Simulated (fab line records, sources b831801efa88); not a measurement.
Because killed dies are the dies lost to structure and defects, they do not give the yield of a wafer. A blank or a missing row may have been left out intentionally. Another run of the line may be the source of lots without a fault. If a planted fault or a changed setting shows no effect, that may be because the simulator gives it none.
A single fault, viewed from 2 desks | flow sky130 | what lay behind the numbers comes last; until then each desk has only its own

## DESK OF THE TOOL OWNER: iline-stepper-01
The tool's own readings at SKY_LDD_LDN_EXPOSE_04 (exposes mask LDNTM, target cd 700 nm): means of the sampled wafers that have a number, for each lot that ran on this tool. If a lot's mean is further than 4 standard deviations from the usual mean, the lot is out of limits and carries the mark OUT (the distance appears in the brackets).
Columns: A = exposure-dose-mJ-cm2 at SKY_LDD_LDN_EXPOSE_04, usual 139.94; B = focus-offset-nm at SKY_LDD_LDN_EXPOSE_04, usual -0.1 nm
lot  | first seen here | A      | B
L902 | day 22 01:14    | 139.94 | -0.3
L905 | day 23 18:08    | 139.84 | -0.5
L907 | day 24 05:38    | 139.97 | 0.2
L909 | day 25 00:37    | 140.02 | -0.1
L914 | day 27 09:00    | 139.93 | -1.1
L920 | day 28 11:53    | 139.99 | 0.1
L925 | day 31 00:22    | 140.10 | -0.5
Finding of this desk: none of the 7 lots has anything out of limits.

## METROLOGY DESK
What the gauges read for every lot (on any tool): the sampled wafers with a number, averaged. If a lot's mean is further than 4 standard deviations from the usual mean, the lot is out of limits and carries the mark OUT (the distance appears in the brackets).
Columns: A = cd-nm at SKY_LOCAL_INTERCONNECT_CD_MEAS_11, usual 169.8 nm
lot  | first seen here | A
L902 | day 30 07:23    | 170.0
L903 | day 30 17:58    | 169.6
L905 | day 31 17:53    | 170.0
L906 | day 31 18:11    | 168.3
L907 | day 32 04:25    | 172.0
L908 | day 32 17:37    | 170.6
L909 | day 32 23:03    | 172.5
L910 | day 33 20:04    | 167.1
L912 | day 34 20:07    | 171.3
L914 | day 35 02:16    | 169.0
L920 | day 36 04:32    | 168.3
L922 | day 36 18:46    | 170.4
L923 | day 37 05:57    | 170.2
L924 | day 37 12:34    | 170.7
L925 | day 38 09:40    | 168.3
Finding of this desk: none of the 15 lots has anything out of limits.

## BROUGHT TOGETHER
The desk of the tool owner found nothing out of limits.
At the metrology desk, nothing out of limits was observed.

## WHAT HAD BEEN PUT IN BY THE SIMULATOR
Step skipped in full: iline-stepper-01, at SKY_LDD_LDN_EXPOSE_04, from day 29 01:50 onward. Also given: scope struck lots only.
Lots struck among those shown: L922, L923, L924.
